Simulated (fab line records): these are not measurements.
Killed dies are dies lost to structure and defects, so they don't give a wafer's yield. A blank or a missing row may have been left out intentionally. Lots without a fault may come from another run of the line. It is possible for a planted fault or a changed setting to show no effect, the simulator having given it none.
Which of the tools did it? / flow gf180mcu / 18 wafers from 6 lots sampled at 3 of the route's 602 steps

WHAT EACH GAUGE READ, for each wafer
GF_VT_IMPLANT_RS_MEAS_48: measures by four-point-probe.
lot=L494; measured=day 7 23:34; on=film metro-04; LVPWELL_RS (ohm/sq)=1194 1195 1194
lot=L496; measured=day 8 08:45; on=film metro-04; LVPWELL_RS (ohm/sq)=1197 1195 1195
lot=L499; measured=day 9 02:25; on=film metro-04; LVPWELL_RS (ohm/sq)=1198 1198 1197
lot=L501; measured=day 9 17:20; on=film metro-04; LVPWELL_RS (ohm/sq)=1193 1196 1197
lot=L503; measured=day 10 09:05; on=film metro-04; LVPWELL_RS (ohm/sq)=1192 1191 1193
lot=L513; measured=day 13 13:54; on=film metro-01; LVPWELL_RS (ohm/sq)=1193 1201 1201

WHICH TOOL RAN EACH LOT (tool, then ch and the chambers of the sampled wafers, then the start)
lot=L494; GF_LVPWELL_IMPLANT_08=implanter-04 ch 0, day 4 05:08; GF_VT_IMPLANT_STRIP_42=plasma asher-02 ch 0,1, day 7 23:01
lot=L496; GF_LVPWELL_IMPLANT_08=implanter-04 ch 0, day 4 13:24; GF_VT_IMPLANT_STRIP_42=plasma asher-01 ch 0,1, day 8 08:11
lot=L499; GF_LVPWELL_IMPLANT_08=implanter-01 ch 0, day 5 04:51; GF_VT_IMPLANT_STRIP_42=plasma asher-02 ch 0,1, day 9 01:52
lot=L501; GF_LVPWELL_IMPLANT_08=implanter-04 ch 0, day 5 17:06; GF_VT_IMPLANT_STRIP_42=plasma asher-01 ch 0,1, day 9 16:47
lot=L503; GF_LVPWELL_IMPLANT_08=implanter-01 ch 0, day 6 04:56; GF_VT_IMPLANT_STRIP_42=plasma asher-01 ch 0,1, day 10 08:26
lot=L513; GF_LVPWELL_IMPLANT_08=implanter-01 ch 0, day 8 20:02; GF_VT_IMPLANT_STRIP_42=plasma asher-02 ch 0,1, day 13 13:20
- GF_LVPWELL_IMPLANT_08
- GF_VT_IMPLANT_STRIP_42: strips in O2/N2.

THE ANSWER, worked out from the rows above alone
Rule: what is usual is taken from the lots themselves. The widest of any qualifying gaps counts: lots, ordered by their means at a reading, are off when they make up no more than a third of the lots, leave a main group of 4 or more, and stand apart from it by 3 or more times the standard deviation of that group's means. A main group is skipped when, at the precision printed for the reading in the tables above, its means are all equal. Also off: a lot with no number at a reading for which 4 or more lots have one. Any other lot the step has rows for is counted as sound.
Across all readings shown, no lot is off: no conclusion can be drawn from this.

WHAT HAD BEEN PUT IN BY THE SIMULATOR
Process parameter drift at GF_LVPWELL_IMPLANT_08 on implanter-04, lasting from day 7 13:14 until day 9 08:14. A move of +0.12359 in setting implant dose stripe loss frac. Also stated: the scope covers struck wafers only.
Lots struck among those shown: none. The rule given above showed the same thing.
